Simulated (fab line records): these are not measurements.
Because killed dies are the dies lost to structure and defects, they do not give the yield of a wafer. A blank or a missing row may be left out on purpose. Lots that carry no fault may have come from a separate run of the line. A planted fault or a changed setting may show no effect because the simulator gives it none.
Problem report, 8D (eight disciplines) form, completed by code | flow gf180mcu | the parts of the form that need people (team, actions taken, sign-off) are left out

## 1. WHAT WENT WRONG
HV_LDD_TW at GF_HV_LDD_TW_MEAS_11 reads a mean of 1194 on 6 wafers of 2 lots; wafers without a fault read 2418 with a standard deviation of 16. Measured from the usual mean, that is -76 standard deviations.
First observed at day 14 20:58: wafer L744.1, on film metro-04. The record has a number at this step for 39 wafers belonging to 13 lots. By rule, "out" or "out of limits" means more than 4 standard deviations away from the usual mean. The rest of the wafers with a number are treated as sound.

## 2. WHAT IT IS; WHAT IT IS NOT
question                    | is                           | is not
which readings at this step | HV_LDD_TW                    | -
which lots                  | L744, L745                   | L729, L730, L735, L736, L737, L738, L739, L740, L741, L743, L752
which wafers of those lots  | all that have a number       | -
read on which gauges        | film metro-03, film metro-04 | film metro-02
when                        | from day 14 20:58            | up to then (30 sound wafers); but 3 sound wafers of L752 came after

## 3. SUSPECTS, AND WHAT RULES EACH OUT
Counting: any tool at a process step up to the reading is kept as a suspect provided that every lot that is out went through it and no sound lot did after the first of them.
- ruled out: the gauge at GF_HV_LDD_TW_MEAS_11. The wafers that are out were read on 2 gauges (film metro-03, film metro-04).
- implanter-03 at GF_HV_LDD_IMPLANT_09: kept. It processed each lot that is out, first L744 at day 14 20:43, and no sound lot thereafter; up to then, the last sound lot it processed was L741 at day 14 06:58. On those wafers its own readings are out: dose ions cm2, faraday current uA.
After counting, what remains is implanter-03 at GF_HV_LDD_IMPLANT_09.

## 4. THE CAUSE (what the simulator had put in)
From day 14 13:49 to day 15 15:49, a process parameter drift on implanter-03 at GF_HV_LDD_IMPLANT_09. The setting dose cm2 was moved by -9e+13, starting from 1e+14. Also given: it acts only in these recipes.
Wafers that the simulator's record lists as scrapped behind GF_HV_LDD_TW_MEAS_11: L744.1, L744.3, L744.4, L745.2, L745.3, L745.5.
Only this tool survived the counting.

## 5. THE CHAIN OF EFFECTS, in route order
Rows list readings where the struck wafers' mean (over those with a number) sits beyond 3 standard deviations from the usual. Only readings for which the record gives a usual standard deviation are gone through. hours: the time from each lot's start at the first step in this table that gives one to its start at this step, as a median over the lots. sigmas: the change in usual standard deviations.
hours | step                 | reading            | usual     | on struck wafers | change     | sigmas
0     | GF_HV_LDD_IMPLANT_09 | dose ions cm2      | 9.999e+13 | 9.935e+12        | -9.006e+13 | -99 or more
0     | GF_HV_LDD_IMPLANT_09 | faraday current uA | 563       | 56               | -507       | -46
0     | GF_HV_LDD_TW_MEAS_11 | HV_LDD_TW          | 2418      | 1194             | -1224      | -76
It contains these process steps:
- GF_HV_LDD_IMPLANT_09

## 6. HOW IT WOULD HAVE BEEN CAUGHT EARLIER
The first out-of-limits reading at a measuring or inspecting step in this record came at day 14 20:58, 7 hours after the fault's start at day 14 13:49.
The tool's own readings at GF_HV_LDD_IMPLANT_09 were out on every struck wafer that the step has a row for (dose ions cm2, faraday current uA): an alarm limit on them would have fired on the first of those.
Lots out: 2; of these, L745 started GF_HV_LDD_IMPLANT_09 on implanter-03 after day 14 20:58. Had the tool been put on hold then, it would have been spared.
